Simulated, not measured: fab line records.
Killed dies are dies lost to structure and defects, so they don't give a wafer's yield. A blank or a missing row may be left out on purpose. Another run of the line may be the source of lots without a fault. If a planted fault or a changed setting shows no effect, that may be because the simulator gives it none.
fab line records + flow gf180mcu + part 2 of 2: steps 27 to 35 of 35
record:
- lots: 5
- wafers: 15
- lastDay: 33
route steps=602 shown STI@13 DNWELL@32 NWELL@42
lots that met no fault: taken from a fault-free run of the same line
startH: hours from the record's opening day to when the first of the lot's shown wafers began + waitH: how many hours have passed since the lot's step before this one + " repeats the value in the row above + L1.1+2: several wafers, shown together as one row + - no value, or no start given + * or withheld: withheld + < > ~ a bound
route shown NAME@n: names a module that has steps shown in the file, with the first one's number in the route + usual: average and standard deviation across the fault-free wafers + same: alike in all rows + chamber/n: place in a boat + sites: the reading at each site + _std_site: how widely they spread, as a standard deviation + _edge_site: inner sites' mean taken away from outer sites' mean + radiusMm: for every site, how far away it sits from the centre of the wafer + mask NAME#n: copy n + behind: tool/chamber where the wafer was last shaped + hold: what put the lot on hold/how long, in hours/how the hold closed + device: the n, p or np transistor that did not switch + end of line: at the end of the route, the tests of the same wafers + a step without rows: its recipe alone + killed: dies lost to structure and defects at the first sort, not the wafer's yield + map: a wafer's dies, x killed, . not, _ none there
set.NAME: setting as actually run; set.NAME@STEP: the setting as run at that earlier step + model.NAME: the simulator's own value behind a step, which no gauge read
lots at selected steps of the route; one table per step, one row per wafer
services: the hour from which a tool's chamber was out of use, counted from the record's first day as startH (under 0 if before that day), plus the number of hours and why
== steps ==
step: GF_DNWELL_IMPLANT_07
recipe:
- species: P
- energyKev: 1500
- doseCm2: 1e+13
- tiltDeg: 0
usual:
- beamOnS: 10.02/0.2
- faradayCurrentUA: 56.3/1.1
| lot.wafer | tool         | chamber | startH | waitH | beamOnS | faradayCurrentUA |
|-----------|--------------|---------|--------|-------|---------|------------------|
| L074.1    | implanter-04 | 0       | 44.08  | -     | 9.75    | 57.9             |
| L074.3    | "            | 0       | "      | "     | 9.72    | 58.0             |
| L074.5    | "            | 0       | "      | "     | 10.32   | 54.5             |
| L077.2    | implanter-03 | 0       | 58.32  | -     | 9.95    | 56.6             |
| L077.5    | "            | 0       | "      | "     | 9.81    | 57.4             |
| L077.6    | "            | 0       | "      | "     | 9.99    | 56.3             |
| L080.1    | implanter-04 | 0       | 74.04  | -     | 9.81    | 57.4             |
| L080.3    | "            | 0       | "      | "     | 10.27   | 54.9             |
| L080.6    | "            | 0       | "      | "     | 9.97    | 56.5             |
| L086.1    | implanter-04 | 0       | 108.74 | -     | 10.02   | 56.0             |
| L086.2    | "            | 0       | "      | "     | 10.15   | 55.6             |
| L086.3    | "            | 0       | "      | "     | 10.04   | 56.4             |
| L090.1    | implanter-01 | 0       | 129.34 | -     | 10.21   | 55.5             |
| L090.2    | "            | 0       | "      | "     | 10.21   | 55.1             |
| L090.5    | "            | 0       | "      | "     | 10.29   | 55.1             |
step: GF_DNWELL_STRIP_08
recipe:
- chemistry: O2/N2
- powerW: 1400
- pressureMtorr: 1500
- platenTempC: 250
- o2FlowSccm: 3000
- n2FlowSccm: 300
- overashFraction: 0.5
usual:
- drypumpMotorCurrentA: 5.3/0.42
- heaterPowerW: 348/24
- n2FlowSccm: 300.0/1
- oesProductAu: 0.723/0.0041
- platenTempC: 250.01/0.19
- stripTimeToEndpointS: 36.97/0.093
| lot.wafer | tool           | chamber | startH | waitH | drypumpMotorCurrentA | heaterPowerW | n2FlowSccm | oesProductAu | platenTempC | rfHoursCounterH | stripTimeToEndpointS |
|-----------|----------------|---------|--------|-------|----------------------|--------------|------------|--------------|-------------|-----------------|----------------------|
| L074.1    | plasmaAsher-02 | 1       | 44.23  | 0.1   | 5.1                  | 312          | 301.1      | 0.719        | 250.09      | 38              | 36.97                |
| L074.3    | "              | 1       | "      | "     | 5.1                  | 312          | 299.4      | 0.722        | 249.91      | -               | 36.94                |
| L074.5    | "              | 1       | "      | "     | 5.1                  | 313          | 299.5      | 0.714        | 250.03      | -               | 36.95                |
| L077.2    | plasmaAsher-01 | 0       | 58.44  | 0.1   | 4.9                  | 345          | 300.6      | 0.721        | 250.21      | 43              | 37.20                |
| L077.5    | "              | 0       | "      | "     | 4.9                  | 343          | 301.1      | 0.726        | 249.96      | -               | 37.04                |
| L077.6    | "              | 1       | "      | "     | 6.1                  | 365          | 300.0      | 0.730        | 249.73      | -               | 37.23                |
| L080.1    | plasmaAsher-03 | 0       | 74.19  | 0.1   | 5.0                  | 330          | 298.0      | 0.727        | 249.93      | 39              | 37.09                |
| L080.3    | "              | 0       | "      | "     | 5.0                  | 337          | 298.0      | 0.724        | 249.75      | -               | 37.13                |
| L080.6    | "              | 1       | "      | "     | 5.1                  | 393          | 297.8      | 0.717        | 250.14      | -               | 37.14                |
| L086.1    | plasmaAsher-02 | 0       | 108.89 | 0.1   | 5.6                  | 341          | 300.4      | 0.721        | 250.09      | 44              | 37.14                |
| L086.2    | "              | 1       | "      | "     | 5.1                  | 317          | 298.4      | 0.721        | 250.14      | 44              | 37.07                |
| L086.3    | "              | 1       | "      | "     | 5.1                  | 319          | 299.3      | 0.726        | 250.16      | -               | 36.99                |
| L090.1    | plasmaAsher-03 | 0       | 129.49 | 0.1   | 5.1                  | 332          | 299.1      | 0.726        | 250.04      | 45              | 36.97                |
| L090.2    | "              | 1       | "      | "     | 5.1                  | 393          | 300.1      | 0.720        | 249.96      | 45              | 36.95                |
| L090.5    | "              | 0       | "      | "     | 5.0                  | 338          | 300.6      | 0.728        | 250.06      | -               | 37.09                |
step: GF_DNWELL_TW_MEAS_09
usual:
- DNWELL_TW: 1344/11
| lot.wafer | tool         | chamber | startH | waitH | DNWELL_TW |
|-----------|--------------|---------|--------|-------|-----------|
| L074.1    | filmMetro-01 | -       | 44.33  | 0.1   | 1341      |
| L074.3    | "            | -       | "      | "     | 1350      |
| L074.5    | "            | -       | "      | "     | 1345      |
| L077.2    | filmMetro-01 | -       | 58.55  | 0.1   | 1349      |
| L077.5    | "            | -       | "      | "     | 1356      |
| L077.6    | "            | -       | "      | "     | 1357      |
| L080.1    | filmMetro-02 | -       | 74.29  | 0.1   | 1336      |
| L080.3    | "            | -       | "      | "     | 1335      |
| L080.6    | "            | -       | "      | "     | 1347      |
| L086.1    | filmMetro-01 | -       | 108.99 | 0.1   | 1352      |
| L086.2    | "            | -       | "      | "     | 1357      |
| L086.3    | "            | -       | "      | "     | 1350      |
| L090.1    | filmMetro-04 | -       | 129.59 | 0.1   | 1335      |
| L090.2    | "            | -       | "      | "     | 1328      |
| L090.5    | "            | -       | "      | "     | 1335      |
step: GF_NWELL_DEHYDRATE_00
recipe:
- tempC: 200
- timeS: 60
usual:
- chillPlateTempC: 23.01/0.11
| lot.wafer | tool          | chamber | startH | waitH | chillPlateTempC |
|-----------|---------------|---------|--------|-------|-----------------|
| L074.1    | lithoTrack-04 | 0       | 50.13  | 5.8   | 22.97           |
| L074.3    | "             | 0       | "      | "     | 22.82           |
| L074.5    | "             | 0       | "      | "     | 22.93           |
| L077.2    | lithoTrack-03 | 0       | 64.67  | 6.1   | 23.02           |
| L077.5    | "             | 0       | "      | "     | 22.93           |
| L077.6    | "             | 0       | "      | "     | 23.09           |
| L080.1    | lithoTrack-03 | 0       | 80.14  | 5.8   | 23.08           |
| L080.3    | "             | 0       | "      | "     | 23.13           |
| L080.6    | "             | 0       | "      | "     | 23.08           |
| L086.1    | lithoTrack-01 | 0       | 116.09 | 7.1   | 22.92           |
| L086.2    | "             | 0       | "      | "     | 23.08           |
| L086.3    | "             | 0       | "      | "     | 23.03           |
| L090.1    | lithoTrack-04 | 0       | 136.28 | 6.7   | 23.08           |
| L090.2    | "             | 0       | "      | "     | 22.79           |
| L090.5    | "             | 0       | "      | "     | 23.06           |
step: GF_NWELL_HMDS_01
recipe:
- primeTimeS: 60
- primeTempC: 120
usual:
- chillPlateTempC: 23.01/0.1
| lot.wafer | tool          | chamber | startH | waitH | chillPlateTempC |
|-----------|---------------|---------|--------|-------|-----------------|
| L074.1    | lithoTrack-04 | 0       | 50.28  | 0.1   | 22.96           |
| L074.3    | "             | 0       | "      | "     | 22.93           |
| L074.5    | "             | 0       | "      | "     | 23.07           |
| L077.2    | lithoTrack-03 | 0       | 64.82  | 0.1   | 22.86           |
| L077.5    | "             | 0       | "      | "     | 22.96           |
| L077.6    | "             | 0       | "      | "     | 22.97           |
| L080.1    | lithoTrack-03 | 0       | 80.29  | 0.1   | 22.98           |
| L080.3    | "             | 0       | "      | "     | 22.83           |
| L080.6    | "             | 0       | "      | "     | 22.91           |
| L086.1    | lithoTrack-01 | 0       | 116.24 | 0.1   | 23.15           |
| L086.2    | "             | 0       | "      | "     | 23.17           |
| L086.3    | "             | 0       | "      | "     | 23.00           |
| L090.1    | lithoTrack-04 | 0       | 136.43 | 0.1   | 22.94           |
| L090.2    | "             | 0       | "      | "     | 23.11           |
| L090.5    | "             | 0       | "      | "     | 23.18           |
step: GF_NWELL_COAT_02
recipe:
- spinRpm: 2000
- resistThkNm: 3000
usual:
- chillPlateTempC: 23.00/0.11
| lot.wafer | tool          | chamber | startH | waitH | chillPlateTempC |
|-----------|---------------|---------|--------|-------|-----------------|
| L074.1    | lithoTrack-04 | 0       | 50.43  | 0.1   | 22.80           |
| L074.3    | "             | 0       | "      | "     | 22.93           |
| L074.5    | "             | 0       | "      | "     | 22.97           |
| L077.2    | lithoTrack-03 | 0       | 64.97  | 0.1   | 22.99           |
| L077.5    | "             | 0       | "      | "     | 22.91           |
| L077.6    | "             | 0       | "      | "     | 23.03           |
| L080.1    | lithoTrack-03 | 0       | 80.44  | 0.1   | 23.09           |
| L080.3    | "             | 0       | "      | "     | 23.09           |
| L080.6    | "             | 0       | "      | "     | 22.94           |
| L086.1    | lithoTrack-01 | 0       | 116.39 | 0.1   | 22.79           |
| L086.2    | "             | 0       | "      | "     | 22.93           |
| L086.3    | "             | 0       | "      | "     | 23.02           |
| L090.1    | lithoTrack-04 | 0       | 136.58 | 0.1   | 23.14           |
| L090.2    | "             | 0       | "      | "     | 22.91           |
| L090.5    | "             | 0       | "      | "     | 23.00           |
step: GF_NWELL_SOFTBAKE_03
recipe:
- tempC: 110
- timeS: withheld
usual:
- chillPlateTempC: 23.00/0.12
| lot.wafer | tool          | chamber | startH | waitH | chillPlateTempC |
|-----------|---------------|---------|--------|-------|-----------------|
| L074.1    | lithoTrack-04 | 0       | 50.58  | 0.1   | 22.94           |
| L074.3    | "             | 0       | "      | "     | 22.88           |
| L074.5    | "             | 0       | "      | "     | 22.86           |
| L077.2    | lithoTrack-03 | 0       | 65.13  | 0.1   | 22.92           |
| L077.5    | "             | 0       | "      | "     | 22.88           |
| L077.6    | "             | 0       | "      | "     | 23.02           |
| L080.1    | lithoTrack-03 | 0       | 80.59  | 0.1   | 23.04           |
| L080.3    | "             | 0       | "      | "     | 22.92           |
| L080.6    | "             | 0       | "      | "     | 22.85           |
| L086.1    | lithoTrack-01 | 0       | 116.54 | 0.1   | 23.00           |
| L086.2    | "             | 0       | "      | "     | 23.05           |
| L086.3    | "             | 0       | "      | "     | 23.13           |
| L090.1    | lithoTrack-04 | 0       | 136.73 | 0.1   | 23.20           |
| L090.2    | "             | 0       | "      | "     | 23.16           |
| L090.5    | "             | 0       | "      | "     | 23.05           |
step: GF_NWELL_EXPOSE_04
recipe:
- maskId: Nwell
- targetCdNm: 860
- na: 0.6
- sourceShape: conventional
- sigmaOuter: 0.6
- doseMj: 260
same:
- sigmaOuter: 0.6
| lot.wafer  | tool            | chamber | startH | waitH | mask    |
|------------|-----------------|---------|--------|-------|---------|
| L074.1+3+5 | ilineStepper-01 | 0       | -      | -     | Nwell#0 |
| L077.2+5+6 | ilineStepper-01 | 0       | -      | -     | Nwell#0 |
| L080.1+3+6 | ilineStepper-01 | 0       | -      | -     | Nwell#0 |
| L086.1+2+3 | ilineStepper-02 | 0       | -      | -     | Nwell#0 |
| L090.1+2+5 | ilineStepper-02 | 0       | -      | -     | Nwell#0 |
step: GF_NWELL_PEB_05
recipe:
- tempC: 115
- timeS: withheld
usual:
- chillPlateTempC: 23.00/0.11
| lot.wafer | tool          | chamber | startH | waitH | chillPlateTempC |
|-----------|---------------|---------|--------|-------|-----------------|
| L074.1    | lithoTrack-04 | 0       | -      | -     | 22.93           |
| L074.3    | "             | 0       | "      | "     | 23.00           |
| L074.5    | "             | 0       | "      | "     | 22.75           |
| L077.2    | lithoTrack-04 | 0       | -      | -     | 22.86           |
| L077.5    | "             | 0       | "      | "     | 23.05           |
| L077.6    | "             | 0       | "      | "     | 23.14           |
| L080.1    | lithoTrack-01 | 0       | -      | -     | 23.00           |
| L080.3    | "             | 0       | "      | "     | 23.02           |
| L080.6    | "             | 0       | "      | "     | 23.05           |
| L086.1    | lithoTrack-03 | 0       | -      | -     | 22.76           |
| L086.2    | "             | 0       | "      | "     | 22.77           |
| L086.3    | "             | 0       | "      | "     | 22.76           |
| L090.1    | lithoTrack-04 | 0       | -      | -     | 22.89           |
| L090.2    | "             | 0       | "      | "     | 23.07           |
| L090.5    | "             | 0       | "      | "     | 22.93           |
== services ==
| tool            | chamber | startH | hours | kind   |
|-----------------|---------|--------|-------|--------|
| wetBench-01     | -       | 7.64   | 1.9   | pm     |
| rieSi-01        | 0       | 9.68   | 8.3   | repair |
| plasmaAsher-03  | -       | 13.09  | 31.7  | repair |
| rieDiel-01      | -       | 14.38  | 1.1   | repair |
| ilineStepper-01 | -       | 17.77  | 1.7   | pm     |
| wetBench-01     | -       | 26.72  | 7.5   | repair |
| rieSi-02        | 3       | 29.17  | 1.9   | repair |
| rieSi-02        | 2       | 38.74  | 21.6  | repair |
| furnace-02      | -       | 40.30  | 4.2   | pm     |
| rieSi-02        | 1       | 44.52  | 5.1   | repair |
| cmp-01          | -       | 55.95  | 1.9   | repair |
| implanter-04    | -       | 58.90  | 4.1   | pm     |
| furnace-01      | -       | 62.83  | 14.4  | pm     |
| rieDiel-03      | 1       | 63.36  | 19.1  | repair |
| hdpcvd-02       | 1       | 68.26  | 13.5  | repair |
| ilineStepper-01 | -       | 71.46  | 7.6   | repair |
| rieDiel-03      | -       | 73.88  | 2.2   | repair |
| rieSi-02        | 2       | 78.83  | 3.8   | repair |
| rieDiel-03      | 2       | 80.65  | 2.7   | repair |
| ilineStepper-02 | -       | 90.29  | 1.7   | pm     |
| cmp-01          | -       | 95.85  | 2.6   | repair |
| plasmaAsher-01  | -       | 108.75 | 9.0   | pm     |
| rieDiel-03      | 2       | 109.10 | 21.9  | repair |
| rieSi-02        | 3       | 121.34 | 3.0   | repair |
